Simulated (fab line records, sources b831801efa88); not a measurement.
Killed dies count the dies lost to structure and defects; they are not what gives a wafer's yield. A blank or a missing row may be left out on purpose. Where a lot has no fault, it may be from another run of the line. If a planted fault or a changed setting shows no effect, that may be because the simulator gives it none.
Lot-split experiment || flow gf180mcu || 27 wafers read from 5 lots, route of 602 steps

THE SPLIT
At GF_CONTACT_SPUTTER_23 (material TiN, target thk 10 nm, time 40 s), the setting timeS was moved away from the recipe's 40 s on 6 of the 27 wafers read, by -43.1% to -26.1%. All remaining wafers had this setting at the recipe value.

The reading is taken at the split's own step.

THE READING
TiN_of_CONTACT_SPUTTER_23.thkNm (the simulator's own value, which no gauge read), in nm, at GF_CONTACT_SPUTTER_23 (material TiN, target thk 10 nm, time 40 s). There is no usual value for it anywhere in the file. The 21 wafers here that ran the recipe average 10.013 nm, standard deviation 0.13 nm.

{"wafer": "L074.1", "tool, chamber at the split": "pvdSputter-01, -", "timeS as run, s": 40, "against the recipe": "recipe", "TiN_of_CONTACT_SPUTTER_23.thkNm, nm": 10, "against lot-mates on the recipe": "-"}
{"wafer": "L074.3", "tool, chamber at the split": "pvdSputter-01, -", "timeS as run, s": 40, "against the recipe": "recipe", "TiN_of_CONTACT_SPUTTER_23.thkNm, nm": 9.917, "against lot-mates on the recipe": "-"}
{"wafer": "L074.6", "tool, chamber at the split": "pvdSputter-01, -", "timeS as run, s": 40, "against the recipe": "recipe", "TiN_of_CONTACT_SPUTTER_23.thkNm, nm": 10.05, "against lot-mates on the recipe": "-"}
{"wafer": "L075.1", "tool, chamber at the split": "pvdSputter-01, -", "timeS as run, s": 29.57, "against the recipe": "-26.1%", "TiN_of_CONTACT_SPUTTER_23.thkNm, nm": 7.207, "against lot-mates on the recipe": -2.705}
{"wafer": "L075.2", "tool, chamber at the split": "pvdSputter-01, -", "timeS as run, s": 40, "against the recipe": "recipe", "TiN_of_CONTACT_SPUTTER_23.thkNm, nm": 9.801, "against lot-mates on the recipe": "-"}
{"wafer": "L075.3", "tool, chamber at the split": "pvdSputter-01, -", "timeS as run, s": 40, "against the recipe": "recipe", "TiN_of_CONTACT_SPUTTER_23.thkNm, nm": 9.885, "against lot-mates on the recipe": "-"}
{"wafer": "L075.4", "tool, chamber at the split": "pvdSputter-01, -", "timeS as run, s": 40, "against the recipe": "recipe", "TiN_of_CONTACT_SPUTTER_23.thkNm, nm": 10.05, "against lot-mates on the recipe": "-"}
{"wafer": "L075.5", "tool, chamber at the split": "pvdSputter-01, -", "timeS as run, s": 29.57, "against the recipe": "-26.1%", "TiN_of_CONTACT_SPUTTER_23.thkNm, nm": 7.106, "against lot-mates on the recipe": -2.806}
{"wafer": "L075.6", "tool, chamber at the split": "pvdSputter-01, -", "timeS as run, s": 29.57, "against the recipe": "-26.1%", "TiN_of_CONTACT_SPUTTER_23.thkNm, nm": 7.413, "against lot-mates on the recipe": -2.499}
{"wafer": "L079.1", "tool, chamber at the split": "pvdSputter-04, -", "timeS as run, s": 40, "against the recipe": "recipe", "TiN_of_CONTACT_SPUTTER_23.thkNm, nm": 9.96, "against lot-mates on the recipe": "-"}
{"wafer": "L079.2", "tool, chamber at the split": "pvdSputter-04, -", "timeS as run, s": 40, "against the recipe": "recipe", "TiN_of_CONTACT_SPUTTER_23.thkNm, nm": 9.937, "against lot-mates on the recipe": "-"}
{"wafer": "L079.3", "tool, chamber at the split": "pvdSputter-04, -", "timeS as run, s": 40, "against the recipe": "recipe", "TiN_of_CONTACT_SPUTTER_23.thkNm, nm": 9.796, "against lot-mates on the recipe": "-"}
{"wafer": "L079.4", "tool, chamber at the split": "pvdSputter-04, -", "timeS as run, s": 40, "against the recipe": "recipe", "TiN_of_CONTACT_SPUTTER_23.thkNm, nm": 9.75, "against lot-mates on the recipe": "-"}
{"wafer": "L079.5", "tool, chamber at the split": "pvdSputter-04, -", "timeS as run, s": 40, "against the recipe": "recipe", "TiN_of_CONTACT_SPUTTER_23.thkNm, nm": 10.03, "against lot-mates on the recipe": "-"}
{"wafer": "L079.6", "tool, chamber at the split": "pvdSputter-04, -", "timeS as run, s": 40, "against the recipe": "recipe", "TiN_of_CONTACT_SPUTTER_23.thkNm, nm": 9.917, "against lot-mates on the recipe": "-"}
{"wafer": "L081.1", "tool, chamber at the split": "pvdSputter-02, -", "timeS as run, s": 40, "against the recipe": "recipe", "TiN_of_CONTACT_SPUTTER_23.thkNm, nm": 10.14, "against lot-mates on the recipe": "-"}
{"wafer": "L081.2", "tool, chamber at the split": "pvdSputter-02, -", "timeS as run, s": 40, "against the recipe": "recipe", "TiN_of_CONTACT_SPUTTER_23.thkNm, nm": 10.21, "against lot-mates on the recipe": "-"}
{"wafer": "L081.3", "tool, chamber at the split": "pvdSputter-02, -", "timeS as run, s": 40, "against the recipe": "recipe", "TiN_of_CONTACT_SPUTTER_23.thkNm, nm": 10.1, "against lot-mates on the recipe": "-"}
{"wafer": "L081.5", "tool, chamber at the split": "pvdSputter-02, -", "timeS as run, s": 40, "against the recipe": "recipe", "TiN_of_CONTACT_SPUTTER_23.thkNm, nm": 10.1, "against lot-mates on the recipe": "-"}
{"wafer": "L081.4", "tool, chamber at the split": "pvdSputter-02, -", "timeS as run, s": 40, "against the recipe": "recipe", "TiN_of_CONTACT_SPUTTER_23.thkNm, nm": 10.12, "against lot-mates on the recipe": "-"}
{"wafer": "L081.6", "tool, chamber at the split": "pvdSputter-02, -", "timeS as run, s": 40, "against the recipe": "recipe", "TiN_of_CONTACT_SPUTTER_23.thkNm, nm": 10.04, "against lot-mates on the recipe": "-"}
{"wafer": "L085.1", "tool, chamber at the split": "pvdSputter-01, -", "timeS as run, s": 22.75, "against the recipe": "-43.1%", "TiN_of_CONTACT_SPUTTER_23.thkNm, nm": 5.954, "against lot-mates on the recipe": -4.203}
{"wafer": "L085.2", "tool, chamber at the split": "pvdSputter-01, -", "timeS as run, s": 22.75, "against the recipe": "-43.1%", "TiN_of_CONTACT_SPUTTER_23.thkNm, nm": 5.901, "against lot-mates on the recipe": -4.256}
{"wafer": "L085.3", "tool, chamber at the split": "pvdSputter-01, -", "timeS as run, s": 22.75, "against the recipe": "-43.1%", "TiN_of_CONTACT_SPUTTER_23.thkNm, nm": 5.993, "against lot-mates on the recipe": -4.164}
{"wafer": "L085.4", "tool, chamber at the split": "pvdSputter-01, -", "timeS as run, s": 40, "against the recipe": "recipe", "TiN_of_CONTACT_SPUTTER_23.thkNm, nm": 10.07, "against lot-mates on the recipe": "-"}
{"wafer": "L085.5", "tool, chamber at the split": "pvdSputter-01, -", "timeS as run, s": 40, "against the recipe": "recipe", "TiN_of_CONTACT_SPUTTER_23.thkNm, nm": 10.21, "against lot-mates on the recipe": "-"}
{"wafer": "L085.6", "tool, chamber at the split": "pvdSputter-01, -", "timeS as run, s": 40, "against the recipe": "recipe", "TiN_of_CONTACT_SPUTTER_23.thkNm, nm": 10.19, "against lot-mates on the recipe": "-"}

FIT RESULTS
A straight line over all 27 wafers: TiN_of_CONTACT_SPUTTER_23.thkNm changes by +0.0971 nm for each +1% of timeS; r = +0.99; the points scatter about the line by 0.16 nm.
The same after taking each lot's own level away (the mean of its wafers on the recipe; 27 wafers): +0.0987 nm for each +1%; r = +1.00; scatter 0.092 nm.
The reading moves by 4.3 nm for the largest change in timeS, on that fit.
Across the lots, their own levels run from 9.8983 to 10.1567 nm, a range of 2.0 times the standard deviation given above.
Consequently the slope shifts little with the lot-to-lot level, the two slopes agreeing.
Check: for one of the wafers moved furthest among these (-43.1%), held out of the fit, the line's prediction against its lot-mates is -4.28 nm. Against them it came out at -4.2 nm.

OTHER SPLITS ON THESE WAFERS
Before the reading, these wafers also passed through other splits. Each is held against what the fit with the lots' levels taken away leaves over:
{"other split on the same wafers": "GF_STI_CVD_03 timeS", "wafers away from the commonest value": 21, "r with TiN_of_CONTACT_SPUTTER_23.thkNm (lot level and that fit taken away)": -0.12}
{"other split on the same wafers": "GF_STI_WET_ETCH_17 timeS", "wafers away from the commonest value": 21, "r with TiN_of_CONTACT_SPUTTER_23.thkNm (lot level and that fit taken away)": -0.09}
{"other split on the same wafers": "GF_HV_LDD_DEVELOP_06 developTimeS", "wafers away from the commonest value": 9, "r with TiN_of_CONTACT_SPUTTER_23.thkNm (lot level and that fit taken away)": "+0.07"}
{"other split on the same wafers": "GF_HV_LDD_CVD_56 timeS", "wafers away from the commonest value": 18, "r with TiN_of_CONTACT_SPUTTER_23.thkNm (lot level and that fit taken away)": -0.09}

FILE'S OWN FIT
TiN_of_CONTACT_SPUTTER_23.thkNm changes by +0.0988 nm for each +1% of timeS, r = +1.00.
